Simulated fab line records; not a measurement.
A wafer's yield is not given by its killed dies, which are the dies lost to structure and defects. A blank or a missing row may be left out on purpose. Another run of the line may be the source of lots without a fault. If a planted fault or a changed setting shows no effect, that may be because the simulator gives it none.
A struck lot beside a sound one :: flow sky130 :: 18 out of 708 route steps
Sound: the wafers L361.2, L361.4, L361.6. Wafers L369.1, L369.2, L369.4 were the ones struck. At the end, the cause is stated.
For every step that has rows: the tool of each side, followed by ch and its chambers, followed by its first start. Under that, the readings that differ: sound wafers :: struck wafers :: difference of the means :: sigmas: that difference in standard deviations of wafers without a fault.
alike: readings with means less than 2 such deviations apart, plus words and numbers identical on both sides. not compared: withheld readings, readings lacking a value on some wafer, bounds such as >300 that could conceal the same value, and numbers that have no deviation in the record and whose values overlap.
A row with sigmas, a row that says differs or no value, or rows on one side alone: a step with any of these is where the two part. Numbers that have no deviation but don't overlap get no sigmas and don't part them. A reading that every wafer of one side lacks parts them only if that side has two wafers or more.

first, 4 steps without rows for these wafers: SKY_LDD_HVN_SOFTBAKE_03 (time 60 s); SKY_LDD_HVN_EXPOSE_04 (exposes mask HVNTM, target cd 700 nm); SKY_LDD_HVN_PEB_05; SKY_LDD_HVN_DEVELOP_06 (develop time 60 s).
SKY_LDD_HVN_OVL_MEAS_07:
  sound: overlay-02 at day 20 18:55; struck: overlay-02 at day 24 15:10
  alike: LDD_HVN_OVL
then, 1 step without rows for these wafers: SKY_LDD_HVN_IMPLANT_08.
SKY_LDD_HVN_STRIP_09: strips in O2/N2.
  sound on plasma_asher-02 ch 0,1, day 20 19:05; struck on plasma_asher-03 ch 0,1, day 24 15:20
reading: drypump_motor_current_A (A)
sound: 5.0 5.0 5.0
struck: 6.0 5.7 6.0
difference: +0.9
sigmas: +2
  alike: oes_product_au, strip_time_to_endpoint_s
  not compared: rf_hours_counter_h
SKY_LDD_HVN_TW_MEAS_10:
  sound: film_metro-03 at day 20 19:12; struck: film_metro-03 at day 24 15:26
  alike: LDD_HVN_TW
then, 4 steps without rows for these wafers: SKY_LDD_HVP_DEHYDRATE_00 (time 60 s); SKY_LDD_HVP_HMDS_01 (prime time 60 s); SKY_LDD_HVP_COAT_02 (resist thk 300 nm); SKY_LDD_HVP_SOFTBAKE_03 (time 60 s).
SKY_LDD_HVP_EXPOSE_04: exposes mask HVPTM, target cd 700 nm.
  sound on iline_stepper-01 ch 0, day 21 10:25; struck on iline_stepper-02 ch 0, day 25 06:09
reading: model.LDD_HVP.overlay_x_nm (nm)
sound: -2.411 -2.411 -2.411
struck: 39.3 39.3 39.3
difference: +41.7
sigmas: 
  alike: mask, reticle_temp_C
then, 2 steps without rows for these wafers: SKY_LDD_HVP_PEB_05; SKY_LDD_HVP_DEVELOP_06 (develop time 60 s).
SKY_LDD_HVP_OVL_MEAS_07:
  sound: overlay-01 at day 22 01:25; struck: overlay-02 at day 25 20:08
reading: LDD_HVP_OVL (nm)
sound: -4.2 -3.6 -1.8
struck: 38.6 37.8 38.2
difference: +41.4
sigmas: +32
then, 2 steps without rows for these wafers: SKY_LDD_HVP_IMPLANT_08; SKY_PAD_OPEN_PROBE_99.

## WHERE THEY PART
At SKY_LDD_HVN_STRIP_09 first; at SKY_LDD_HVP_OVL_MEAS_07 last (within this record only).

WHY: the cause the simulator had injected
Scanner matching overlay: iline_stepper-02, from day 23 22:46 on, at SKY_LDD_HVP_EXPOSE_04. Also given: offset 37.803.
